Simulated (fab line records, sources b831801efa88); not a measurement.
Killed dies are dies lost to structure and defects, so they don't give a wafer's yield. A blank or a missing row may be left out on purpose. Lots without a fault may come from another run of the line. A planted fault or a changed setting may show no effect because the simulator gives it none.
Split-lot experiment | flow sky130 | 5 lots, 23 wafers read, on a route of 708 steps

THE SPLIT
At SKY_DNWELL_COAT_02 (resist thk 3000 nm), the setting resist_thk_nm was moved away from the recipe's 3000 nm on 8 of the 23 wafers read, by -5.4% to +4.5%. The other wafers ran this setting at the recipe's value.

The reading is taken at the split's own step.

THE READING
coat_of_DNWELL_COAT_02.thk_nm (the simulator's own value, which no gauge read), in nm, at SKY_DNWELL_COAT_02 (resist thk 3000 nm). The file gives no usual value for it. The 15 wafers here that ran the recipe average 3009 nm, standard deviation 6.9 nm.

wafer  | tool, chamber at the split | resist_thk_nm as run, nm | against the recipe | coat_of_DNWELL_COAT_02.thk_nm, nm | against lot-mates on the recipe
L074.1 | litho_track-01, 0          | 3000                     | recipe             | 3011                              | -
L074.2 | litho_track-01, 0          | 3000                     | recipe             | 3020                              | -
L074.3 | litho_track-01, 0          | 3000                     | recipe             | 3025                              | -
L074.4 | litho_track-01, 0          | 3121                     | +4.0%              | 3136                              | +117
L074.5 | litho_track-01, 0          | 3121                     | +4.0%              | 3125                              | +106
L075.1 | litho_track-03, 0          | 3000                     | recipe             | 3010                              | -
L075.2 | litho_track-03, 0          | 3000                     | recipe             | 3009                              | -
L075.3 | litho_track-03, 0          | 3000                     | recipe             | 3013                              | -
L075.4 | litho_track-03, 0          | 3000                     | recipe             | 3003                              | -
L075.5 | litho_track-03, 0          | 3000                     | recipe             | 3007                              | -
L077.1 | litho_track-04, 0          | 3135                     | +4.5%              | 3134                              | +127
L077.2 | litho_track-04, 0          | 3135                     | +4.5%              | 3129                              | +122
L077.3 | litho_track-04, 0          | 3000                     | recipe             | 3008                              | -
L077.5 | litho_track-04, 0          | 3000                     | recipe             | 3006                              | -
L077.6 | litho_track-04, 0          | 3135                     | +4.5%              | 3142                              | +135
L078.3 | litho_track-01, 0          | 3000                     | recipe             | 3015                              | -
L078.4 | litho_track-01, 0          | 3000                     | recipe             | 3006                              | -
L078.5 | litho_track-01, 0          | 3000                     | recipe             | 3003                              | -
L080.1 | litho_track-04, 0          | 2838                     | -5.4%              | 2837                              | -162
L080.2 | litho_track-04, 0          | 3000                     | recipe             | 2997                              | -
L080.3 | litho_track-04, 0          | 3000                     | recipe             | 3002                              | -
L080.4 | litho_track-04, 0          | 2838                     | -5.4%              | 2828                              | -172
L080.5 | litho_track-04, 0          | 2838                     | -5.4%              | 2833                              | -166

THE FIT
A straight line over all 23 wafers: coat_of_DNWELL_COAT_02.thk_nm changes by +30.7 nm for each +1% of resist_thk_nm; r = +1.00; the points scatter about the line by 8.4 nm.
The same after taking each lot's own level away (the mean of its wafers on the recipe; 23 wafers): +29.6 nm for each +1%; r = +1.00; scatter 5.6 nm.
On that fit, the largest move of resist_thk_nm shifts the reading by 1.6e+02 nm.
The lots' own levels span 2999.5 to 3018.7 nm, that is 2.8 times the standard deviation above.
So the lot-to-lot level changes the slope little: the two slopes agree.
Check: with one of the wafers moved furthest among these (-5.4%) left out of the fit, the line predicts -162 nm for it against its lot-mates. It came out at -162 nm against them.

OTHER SPLITS ON THESE WAFERS
These wafers also went through other splits before the reading. Each is held against what the fit with the lots' levels taken away leaves over:
other split on the same wafers       | wafers away from the commonest value | r with coat_of_DNWELL_COAT_02.thk_nm (lot level and that fit taken away)
SKY_FIELD_ISO_OXIDATION_01 temp_c    | 15                                   | -0.26
SKY_FIELD_ISO_COAT_08 spin_rpm       | 12                                   | -0.01
SKY_FIELD_ISO_OXIDATION_22 ox_time_s | 15                                   | +0.27
SKY_NWELL_OXIDATION_01 ox_time_s     | 18                                   | -0.21

THE WHOLE CHAIN: every reading that the file lists as answering this split, in the file's order
step                | what it does       | reading                                                                        | change (the file's fit)              | r (the file's)
SKY_DNWELL_COAT_02  | resist thk 3000 nm | coat_of_DNWELL_COAT_02.thk_nm (the simulator's own value, which no gauge read) | +29.3 nm for each +1% of the setting | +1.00
SKY_DNWELL_STRIP_08 | strips in O2/N2    | strip_time_to_endpoint_s                                                       | withheld for each +1% of the setting | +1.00

THE FILE'S OWN FIT
coat_of_DNWELL_COAT_02.thk_nm changes by +29.3 nm for each +1% of resist_thk_nm, r = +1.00.
